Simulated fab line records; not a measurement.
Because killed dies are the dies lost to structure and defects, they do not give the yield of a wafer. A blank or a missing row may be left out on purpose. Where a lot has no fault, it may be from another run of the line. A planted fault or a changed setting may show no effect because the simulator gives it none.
Struck lot and sound lot, side by side :: flow sky130 :: 18 steps out of a route of 708
Sound: the wafers L156.1, L156.3, L156.4. The struck wafers were L168.1, L168.2, L168.3. The cause is given at the end.
For every step that has rows: the tool of each side, followed by ch and its chambers, followed by its first start. Under that, the readings that differ: sound wafers :: struck wafers :: difference of the means :: sigmas: that difference in standard deviations of wafers without a fault.
alike: words and numbers the same on both sides, and readings whose means are apart by under 2 such deviations; not compared: readings that were withheld, readings missing a value for some wafer, numbers with overlapping values and no deviation given by the record, and bounds like >300 which may hide the same value.
The two part at a step that has a row with sigmas, a row that says differs or no value, or rows on one side only. Non-overlapping numbers with no deviation appear without sigmas and do not part them. A reading that every wafer of one side lacks parts them only if that side has two wafers or more.

first, 3 steps without rows for these wafers: SKY_SONOS_ONO_WET_ETCH_18 (etches Si3N4 in H3PO4, target depth 15 nm, time 172 s); SKY_GATE_OXIDE_CLEAN_00 (cleans in SC1/SC2, time 150 s); SKY_GATE_OXIDE_OXIDATION_01 (stabilise 600 s, purge 300 s, target thk 10.268 nm).
SKY_GATE_OXIDE_THK_MEAS_02:
  struck on film_metro-03, day 18 12:46; sound on film_metro-03, day 14 09:32
  alike: GATE_OXIDE_OXIDATION_00_THK
then, 7 steps without rows for these wafers: SKY_GATE_OXIDE_DEHYDRATE_03 (time 60 s); SKY_GATE_OXIDE_HMDS_04 (prime time 60 s); SKY_GATE_OXIDE_COAT_05 (resist thk 1140 nm); SKY_GATE_OXIDE_SOFTBAKE_06 (time 60 s); SKY_GATE_OXIDE_EXPOSE_07 (exposes mask LVOM, target cd 600 nm); SKY_GATE_OXIDE_PEB_08; SKY_GATE_OXIDE_DEVELOP_09 (develop time 60 s).
SKY_GATE_OXIDE_OVL_MEAS_10:
  struck on overlay-01, day 19 19:14; sound on overlay-01, day 15 12:49
reading: GATE_OXIDE_OVL (nm)
sound: 0.8 2.4 1.5
struck: -3.2 -1.6 -2.3
difference: -3.9
sigmas: -3
SKY_GATE_OXIDE_IMPLANT_11:
  sound on implanter-02 ch 0, day 15 12:51; struck on implanter-02 ch 0, day 19 19:17
reading: beam_on_s (s)
sound: 9.76 9.91 10.11
struck: 11.33 11.55 11.03
difference: +1.38
sigmas: +7

reading: faraday_current_uA
sound: 14.70 14.42 14.05
struck: 12.64 12.32 12.96
difference: -1.75
sigmas: -6
  alike: beam_energy_keV
then, 1 step without rows for these wafers: SKY_GATE_OXIDE_WET_ETCH_12 (etches SiO2 in dHF, target depth 16.8 nm, time 336 s).
SKY_GATE_OXIDE_STRIP_13: strips in O2/N2.
  sound on plasma_asher-04 ch 0,1, day 15 13:06; struck on plasma_asher-03 ch 0,1, day 19 19:32
  alike: drypump_motor_current_A, oes_product_au, strip_time_to_endpoint_s
  not compared: rf_hours_counter_h
SKY_GATE_OXIDE_TW_MEAS_14:
  struck on film_metro-01, day 19 19:38; sound on film_metro-01, day 15 13:12
reading: GATE_OXIDE_TW
sound: 224.2 223.0 223.0
struck: 233.7 233.3 232.3
difference: +9.7
sigmas: +6
then, 1 step without rows for these wafers: SKY_GATE_OXIDE_CLEAN_15 (cleans in SC1/SC2, time 150 s).
-- a jump in the record: the struck wafers' starts before and after are 30 days apart (it breaks off in module GATE_OXIDE and resumes in module PAD_OPEN, where the first step shown is number 708 of the route) --
SKY_PAD_OPEN_PROBE_99:
  struck on prober-02, day 50 02:24; sound on prober-02, day 47 05:20
reading: model.etest.pfet_01v8.r_on_ohm_um
sound: 2854 2860 2785
struck: 2897 2894 2872
difference: +55
sigmas: 

reading: model.etest.nfet_01v8_lvt.drive_ua_um
sound: 589.7 596.2 581.1
struck: 558.1 545.6 556.2
difference: -35.7
sigmas: 

reading: model.etest.pfet_01v8_lvt.drive_ua_um
sound: 176.5 174.5 175.3
struck: 185.5 186.7 184.1
difference: +10.0
sigmas: 
  alike: killed_at_M0_to_M3, killed_at_M4_up, killed_at_contacts, killed_at_front_end, killed_at_other, killed_dies, killed_open, killed_short
  not compared: model.etest.tip_p.rs_ohm_sq, model.etest.pfet_01v8.drive_ua_um, model.etest.pfet_01v8_mvt.drive_ua_um, model.etest.pfet_01v8_hvt.drive_ua_um, model.etest.sram_pfet_latch.drive_ua_um

WHERE THEY PART
Earliest at SKY_GATE_OXIDE_OVL_MEAS_10; latest, in this record, at SKY_GATE_OXIDE_TW_MEAS_14. Later steps at which nothing parts them and some readings are alike: SKY_PAD_OPEN_PROBE_99.

WHY: what had been put in by the simulator
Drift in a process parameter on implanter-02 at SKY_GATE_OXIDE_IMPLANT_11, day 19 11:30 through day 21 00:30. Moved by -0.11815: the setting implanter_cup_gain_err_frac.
